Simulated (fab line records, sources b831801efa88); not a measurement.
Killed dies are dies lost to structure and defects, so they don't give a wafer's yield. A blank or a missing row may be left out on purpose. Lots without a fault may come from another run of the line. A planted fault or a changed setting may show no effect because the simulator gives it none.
Chamber matching | flow sky130 | SKY_CONTACT_HDPCVD_02 on hdpcvd-01: 3 sister chambers
The step deposits SiO2, target thk 565 nm, time 94.2 s. 6 wafers are shown with their chamber, then 11 later ones without.

WAFERS WITH THEIR CHAMBER
wafer  | chamber | sih4_flow_sccm (sccm)
L372.6 | 1       | 60.25
L376.4 | 1       | 60.12
L378.1 | 2       | 59.56
L378.3 | 0       | 59.89
L378.6 | 2       | 59.87
L388.2 | 0       | 60.03

WAFERS WITHOUT THEIR CHAMBER
wafer  | sih4_flow_sccm (sccm)
L388.3 | 60.12
L388.4 | 60.15
L390.3 | 60.22
L390.4 | 60.03
L390.5 | 60.07
L391.1 | 60.00
L391.3 | 59.97
L391.5 | 60.08
L392.1 | 59.89
L392.2 | 60.08
L392.3 | 59.97

WHICH CHAMBER EACH WENT THROUGH
wafer  | from the rows above          | in truth
L388.3 | can't be placed: 1 or 0      | 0
L388.4 | can't be placed: 1 or 0      | 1
L390.3 | can't be placed: 1 or 0      | 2
L390.4 | can't be placed: 0 or 1 or 2 | 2
L390.5 | can't be placed: 0 or 1 or 2 | 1
L391.1 | can't be placed: 0 or 1 or 2 | 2
L391.3 | can't be placed: 0 or 1 or 2 | 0
L391.5 | can't be placed: 1 or 0 or 2 | 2
L392.1 | can't be placed: 0 or 2 or 1 | 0
L392.2 | can't be placed: 1 or 0 or 2 | 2
L392.3 | can't be placed: 0 or 1 or 2 | 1
Placed correctly: 0 of 11. Can't be placed from these rows: 11 (the true chamber is among the candidates in 10). Placed wrongly: 0.
How it was worked out, from the rows above alone: a wafer's distance from a chamber is the root of the sum, over the readings, of the square of ((its reading less the chamber's mean) divided by the reading's scatter). The wafer belongs to the nearest chamber; if the next one is less than 2 further off, it can't be placed. A chamber's mean is the mean of its shown wafers. The scatter: the root of (the sum of the squares of (reading less its chamber's mean) over the shown wafers, divided by (wafers less chambers)).
